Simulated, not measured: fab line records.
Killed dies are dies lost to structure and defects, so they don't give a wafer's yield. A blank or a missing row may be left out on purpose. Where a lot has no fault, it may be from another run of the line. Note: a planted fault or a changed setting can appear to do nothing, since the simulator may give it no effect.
Tool commonality check    flow sky130    33 wafers sampled across 9 lots

== WHY THIS WAS OPENED ==
2 of 9 lots carry a flag on the reading METAL2_ALCU_RS at SKY_METAL2_RS_MEAS_05. Fault-free wafers read 0.1266 ohm/sq, with a standard deviation of 0.0014.
Rule: a lot is flagged when every wafer of it that has a number lies more than 4 standard deviations from that mean, or none has a number. As for the other lots, they are considered sound.

lot   measured      on             METAL2_ALCU_RS (ohm/sq), wafer by wafer    flag
L557  day 36 16:25  film metro-04  0.1282 0.1271 0.1290                       
L559  day 36 16:51  film metro-04  0.1268 0.1259 0.1271                       
L558  day 36 17:09  film metro-01  0.1269 0.1287 0.1285                       
L562  day 36 23:39  film metro-04  0.1253 0.1284 0.1277                       
L565  day 42 01:46  film metro-03  0.1288 0.1260 0.1269                       
L566  day 42 14:01  film metro-03  0.1257 0.1292 0.1262                       
L570  day 42 14:56  film metro-04  0.1271 0.1246 0.1276                       
L571  day 42 18:28  film metro-01  0.1140 0.1136 0.1107 0.1139 0.1137 0.1109  FLAGGED
L573  day 43 00:08  film metro-03  0.1127 0.1094 0.1116 0.1128 0.1098 0.1112  FLAGGED
Average over the flagged lots: 0.1120 ohm/sq; offset from the usual -0.0146 ohm/sq, equal to -10 standard deviations.

== EACH LOT AND THE TOOL IT RAN ON ==
4 process steps preceding the reading are held in the record, out of 708 steps in the route. In each cell: the tool, then ch and the chambers that the sampled wafers went through, then the start.
lot   flag     SKY_METAL1_DESCUM_17               SKY_VIA1_ETCH_14                    SKY_VIA1_STRIP_16                     SKY_METAL2_SPUTTER_02
L557           rie metal-02 ch 0,1, day 35 10:13  rie diel-03 ch 1,3, day 36 14:57    plasma asher-03 ch 0,1, day 36 15:02  pvd sputter-02, day 36 16:19
L559           rie metal-01 ch 0,1, day 35 11:39  rie diel-04 ch 0,1,3, day 36 15:19  plasma asher-01 ch 0,1, day 36 15:25  pvd sputter-02, day 36 16:46
L558           rie metal-02 ch 0,1, day 35 12:00  rie diel-03 ch 1,3, day 36 15:40    plasma asher-03 ch 0,1, day 36 15:46  pvd sputter-04, day 36 17:02
L562           rie metal-02 ch 0,1, day 35 17:30  rie diel-02 ch 1,3, day 36 22:06    plasma asher-01 ch 0,1, day 36 22:11  pvd sputter-04, day 36 23:32
L565           rie metal-02 ch 0, day 40 21:24    rie diel-02 ch 0,1, day 42 00:17    plasma asher-03 ch 1, day 42 00:22    pvd sputter-04, day 42 01:39
L566           rie metal-01 ch 0,1, day 41 09:22  rie diel-04 ch 1,2,3, day 42 12:32  plasma asher-03 ch 0,1, day 42 12:39  pvd sputter-02, day 42 13:53
L570           rie metal-02 ch 0,1, day 41 10:30  rie diel-02 ch 0,1,3, day 42 13:29  plasma asher-01 ch 0,1, day 42 13:34  pvd sputter-01, day 42 14:50
L571  FLAGGED  rie metal-04 ch 0,1, day 41 13:30  rie diel-04 ch 0,1,2, day 42 17:00  plasma asher-01 ch 0,1, day 42 17:05  pvd sputter-04, day 42 18:22
L573  FLAGGED  rie metal-01 ch 0,1, day 41 19:54  rie diel-02 ch 0,1,3, day 42 22:39  plasma asher-03 ch 0,1, day 42 22:44  pvd sputter-04, day 43 00:03
What the steps here do:
- SKY_METAL1_DESCUM_17: chemistry O2, time 8 s.
- SKY_VIA1_ETCH_14: etches BARC in N2/H2, stops on SiO2, time 45.9 s, target depth 60 nm.
- SKY_VIA1_STRIP_16: strips in O2/N2.
- SKY_METAL2_SPUTTER_02: material AlCu, target thk 250 nm, time 13.3 s.
- SKY_METAL2_RS_MEAS_05: measures by four-point-probe.

== FLAGGED AGAINST TOTAL, ONE TOOL AT A TIME (gauges that did the reading follow at the end) ==
step                   tool             lots run  flagged  share of the flagged lots  sound lots run after its first flagged lot
SKY_METAL1_DESCUM_17   rie metal-01     3         1        some                       0
SKY_METAL1_DESCUM_17   rie metal-02     5         0        none                       -
SKY_METAL1_DESCUM_17   rie metal-04     1         1        some                       0
SKY_VIA1_ETCH_14       rie diel-02      4         1        some                       0
SKY_VIA1_ETCH_14       rie diel-03      2         0        none                       -
SKY_VIA1_ETCH_14       rie diel-04      3         1        some                       0
SKY_VIA1_STRIP_16      plasma asher-01  4         1        some                       0
SKY_VIA1_STRIP_16      plasma asher-03  5         1        some                       0
SKY_METAL2_SPUTTER_02  pvd sputter-01   1         0        none                       -
SKY_METAL2_SPUTTER_02  pvd sputter-02   3         0        none                       -
SKY_METAL2_SPUTTER_02  pvd sputter-04   5         2        all                        0
SKY_METAL2_RS_MEAS_05  film metro-01    2         1        some                       0
SKY_METAL2_RS_MEAS_05  film metro-03    3         1        some                       0
SKY_METAL2_RS_MEAS_05  film metro-04    4         0        none                       -

== THE TABLE: WHAT IT ALLOWS ==
1 row of the table ran every flagged lot: pvd sputter-04 at SKY_METAL2_SPUTTER_02.
- pvd sputter-04 at SKY_METAL2_SPUTTER_02: 2 of its 5 lots flagged. Last sound lot L565 at day 42 01:39, first flagged lot L571 at day 42 18:22; a fault beginning in between fits. Its own readings lie more than 4 standard deviations out on every wafer of the flagged lots: chamber pressure pa, throttle valve pct.
One tool is left: pvd sputter-04 at SKY_METAL2_SPUTTER_02.

== WHAT HAD BEEN PUT IN BY THE SIMULATOR ==
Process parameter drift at SKY_METAL2_SPUTTER_02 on pvd sputter-04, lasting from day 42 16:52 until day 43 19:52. Setting chamber pressure pa shifted by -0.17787 from 0.4. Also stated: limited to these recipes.
Struck lots among those shown: L571, L573. Same finding as the rule above.
